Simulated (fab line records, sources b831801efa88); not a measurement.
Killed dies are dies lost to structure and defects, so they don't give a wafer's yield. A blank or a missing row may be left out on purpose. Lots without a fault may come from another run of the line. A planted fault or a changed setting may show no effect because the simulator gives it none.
Problem report in the 8D (eight disciplines) form, filled by code | flow gf180mcu | the parts of the form that need people (team, actions taken, sign-off) are left out

1. THE PROBLEM
dose_ions_cm2 at GF_VT_IMPLANT_IMPLANT_08 reads a mean of 8.668e+12 on 6 wafers of 2 lots; wafers without a fault read 8.291e+12 with a standard deviation of 1e+10. That is +38 standard deviations from the usual mean.
First seen on wafer L617.1, day 9 06:46, on implanter-01. The record holds 42 wafers of 14 lots with a number at this step. Rule for "out", or "out of limits": more than 4 standard deviations from the usual mean. The other wafers with a number count as sound.

2. WHAT IT IS AND WHAT IT IS NOT
question                    | is                     | is not
which readings at this step | dose_ions_cm2          | -
which lots                  | L617, L619             | L603, L607, L608, L609, L610, L611, L612, L614, L618, L624, L625, L626
which wafers of those lots  | all that have a number | -
read on which tools         | implanter-01           | implanter-03
when                        | from day 9 06:46       | up to then (24 sound wafers); but 12 sound wafers of L618, L624, L625, L626 came after

3. SUSPECTS, AND WHAT RULES EACH OUT
Counting: a tool at a process step up to the reading stays a suspect if it ran every lot that is out and no sound lot after the first of them.
- implanter-01 at GF_VT_IMPLANT_IMPLANT_08: kept. It ran every lot that is out, first L617 (day 9 06:46), and no sound lot after that; its last sound lot up to then is L612 (day 7 21:35). Its own readings are out on those wafers: dose_ions_cm2.
Left after counting: implanter-01 at GF_VT_IMPLANT_IMPLANT_08.

4. THE CAUSE (what the simulator had put in)
Process parameter drift: implanter-01, from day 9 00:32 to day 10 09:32, at GF_VT_IMPLANT_IMPLANT_08. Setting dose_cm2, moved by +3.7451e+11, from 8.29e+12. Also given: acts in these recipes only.
Counting left only this tool.

5. THE CHAIN OF EFFECTS, in route order
Each row: a reading whose mean over the struck wafers that have a number lies more than 3 standard deviations from the usual. Only readings for which the record gives a usual standard deviation are gone through. hours: the time from each lot's start at the first step in this table that gives one to its start at this step, as a median over the lots. sigmas: the change in usual standard deviations.
hours | step                     | reading       | usual     | on struck wafers | change     | sigmas
0     | GF_VT_IMPLANT_IMPLANT_08 | dose_ions_cm2 | 8.291e+12 | 8.668e+12        | +3.772e+11 | +38
The process steps in it:
- GF_VT_IMPLANT_IMPLANT_08
Later measuring or inspecting steps at which every struck wafer that the step has a row for has a number for every such reading, and none has moved that far: GF_VT_IMPLANT_OVL_MEAS_29.

6. WHAT WOULD HAVE CAUGHT IT SOONER
In this record the first reading out of limits was taken at day 9 06:46, 6 hours after the fault began at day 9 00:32.
